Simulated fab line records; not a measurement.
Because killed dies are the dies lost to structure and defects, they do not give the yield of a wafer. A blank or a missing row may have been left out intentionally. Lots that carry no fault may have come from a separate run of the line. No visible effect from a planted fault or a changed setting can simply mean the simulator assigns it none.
Comparing a struck lot with a sound one :: flow sky130 :: 43 steps out of a route of 708
Sound: the wafers L998.1, L998.4, L998.5. Struck: wafer L112.4 (L112.1, L112.6, from the same lot, were not struck and are left out); the cause is given at the end.
For every step that has rows: the tool of each side, followed by ch and its chambers, followed by its first start. Under that, the readings that differ: sound wafers :: struck wafers :: difference of the means :: sigmas: that difference in standard deviations of wafers without a fault.
alike: readings whose means differ by less than 2 such deviations, and words and numbers that are the same on both sides. not compared: withheld readings, readings that some wafer has no value for, bounds like >300 that may hide the same value, and numbers for which the record gives no deviation and whose values overlap.
A row with sigmas, a row that says differs or no value, or rows on one side alone: a step with any of these is where the two part. Numbers that don't overlap but have no deviation are shown without sigmas and don't part them. Lack of a reading on every wafer of one side parts them only where that side has two or more wafers.

first, 4 steps without rows for these wafers: SKY_FIELD_ISO_WET_ETCH_29 (etches Si3N4 in H3PO4, target depth 160 nm, time 1825 s); SKY_FIELD_ISO_WET_ETCH_30 (etches SiO2 in dHF, target depth 25 nm, time 50 s); SKY_NWELL_CLEAN_00 (cleans in SC1/SC2, time 150 s); SKY_NWELL_OXIDATION_01 (stabilise 600 s, purge 300 s, target thk 10 nm).
SKY_NWELL_THK_MEAS_02:
  sound on filmMetro-01 at day 3 00:50; struck on filmMetro-01 at day 6 15:18
  alike: NWELL_OXIDATION_THK
then, 7 steps without rows for these wafers: SKY_DNWELL_DEHYDRATE_00 (time 60 s); SKY_DNWELL_HMDS_01 (prime time 60 s); SKY_DNWELL_COAT_02 (resist thk 3000 nm); SKY_DNWELL_SOFTBAKE_03; SKY_DNWELL_EXPOSE_04 (exposes mask DNM, target cd 3000 nm); SKY_DNWELL_PEB_05; SKY_DNWELL_DEVELOP_06 (develop time 60 s).
SKY_DNWELL_IMPLANT_07:
  sound on implanter-02 ch 0, day 3 16:31; struck on implanter-01 ch 0, day 7 11:06
  alike: endStationPressureTorr
SKY_DNWELL_STRIP_08: strips in O2/N2.
  sound on plasmaAsher-02 ch 0,1, day 3 16:40; struck on plasmaAsher-02 ch 1, day 7 11:15
  alike: drypumpMotorCurrentA, oesProductAu, stripTimeToEndpointS
  not compared: rfHoursCounterH
SKY_DNWELL_TW_MEAS_09:
  sound on filmMetro-03 at day 3 16:46; struck on filmMetro-01 at day 7 11:21
  alike: DNWELL_TW
then, 7 steps without rows for these wafers: SKY_PWDE_DEHYDRATE_00 (time 60 s); SKY_PWDE_HMDS_01 (prime time 60 s); SKY_PWDE_COAT_02 (resist thk 3000 nm); SKY_PWDE_SOFTBAKE_03; SKY_PWDE_EXPOSE_04 (exposes mask PWDEM, target cd 840 nm); SKY_PWDE_PEB_05; SKY_PWDE_DEVELOP_06 (develop time 60 s).
SKY_PWDE_OVL_MEAS_07:
  sound on overlay-01 at day 4 08:58; struck on overlay-01 at day 8 06:22
  alike: PWDE_OVL
next, for these wafers, 1 step has no rows: SKY_PWDE_IMPLANT_08.
SKY_PWDE_STRIP_09: strips in O2/N2.
  sound on plasmaAsher-01 ch 0,1, day 4 09:10; struck on plasmaAsher-01 ch 0, day 8 06:34
  alike: drypumpMotorCurrentA, oesProductAu, stripTimeToEndpointS
  not compared: rfHoursCounterH
SKY_PWDE_TW_MEAS_10:
  sound on filmMetro-02 at day 4 09:16; struck on filmMetro-01 at day 8 06:40
reading: PWDE_TW
sound: 380 380 381
struck: 373
difference: -7
sigmas: -2
then, 7 steps without rows for these wafers: SKY_NWELL_DEHYDRATE_03 (time 60 s); SKY_NWELL_HMDS_04 (prime time 60 s); SKY_NWELL_COAT_05 (resist thk 3000 nm); SKY_NWELL_SOFTBAKE_06; SKY_NWELL_EXPOSE_07 (exposes mask NWM, target cd 840 nm); SKY_NWELL_PEB_08; SKY_NWELL_DEVELOP_09 (develop time 60 s).
SKY_NWELL_OVL_MEAS_10:
  sound on overlay-02 at day 5 02:51; struck on overlay-02 at day 9 05:16
  alike: NWELL_00_OVL
then, 3 steps without rows for these wafers: SKY_NWELL_IMPLANT_11; SKY_NWELL_IMPLANT_12; SKY_NWELL_IMPLANT_13.
SKY_NWELL_STRIP_14: strips in O2/N2.
  sound on plasmaAsher-02 ch 0,1, day 5 03:20; struck on plasmaAsher-01 ch 1, day 9 05:44
  alike: drypumpMotorCurrentA, oesProductAu, stripTimeToEndpointS
  not compared: rfHoursCounterH
SKY_NWELL_TW_MEAS_15:
  sound on filmMetro-01 at day 5 03:26; struck on filmMetro-01 at day 9 05:50
  alike: NWELL_TW
then, 3 steps without rows for these wafers: SKY_NWELL_DEHYDRATE_16 (time 60 s); SKY_NWELL_HMDS_17 (prime time 60 s); SKY_NWELL_COAT_18 (resist thk 3000 nm).
-- the record jumps here: 41 days lie between the struck wafers' starts before and after (it left off in module NWELL and takes up again in module PAD_OPEN, whose first step shown is number 708 of the route) --
SKY_PAD_OPEN_PROBE_99:
  sound on prober-02 at day 47 03:42; struck on prober-01 at day 50 09:58
reading: model.etest.resDeepNwell.rsOhmSq
sound: 2170 2190 2172
struck: 2404
difference: +227
sigmas: 

reading: model.etest.resDeepNwell.rsOhmSqRange
sound: 38.7 50.72 69.28
struck: 235.9
difference: +183.0
sigmas: 

reading: model.etest.resDeepNwell.rsOhmSqRimLessCentre
sound: -14.2 -31.15 -44.91
struck: -83.57
difference: -53.48
sigmas: 

reading: model.etest.resDeepNwell.lineOhmUm
sound: 720.1 728.4 736.2
struck: 823.1
difference: +94.9
sigmas: 
  alike: killed_at_M0_to_M3, killed_at_M4_up, killedAtContacts, killedAtFrontEnd, killedAtOther, killedDies, killedOpen, killedShort

WHERE THEY PART
Only at SKY_PWDE_TW_MEAS_10, within this record. Later steps at which nothing parts them and some readings are alike: SKY_NWELL_OVL_MEAS_10, SKY_NWELL_STRIP_14, SKY_NWELL_TW_MEAS_15, SKY_PAD_OPEN_PROBE_99.

WHY: what had been put in by the simulator
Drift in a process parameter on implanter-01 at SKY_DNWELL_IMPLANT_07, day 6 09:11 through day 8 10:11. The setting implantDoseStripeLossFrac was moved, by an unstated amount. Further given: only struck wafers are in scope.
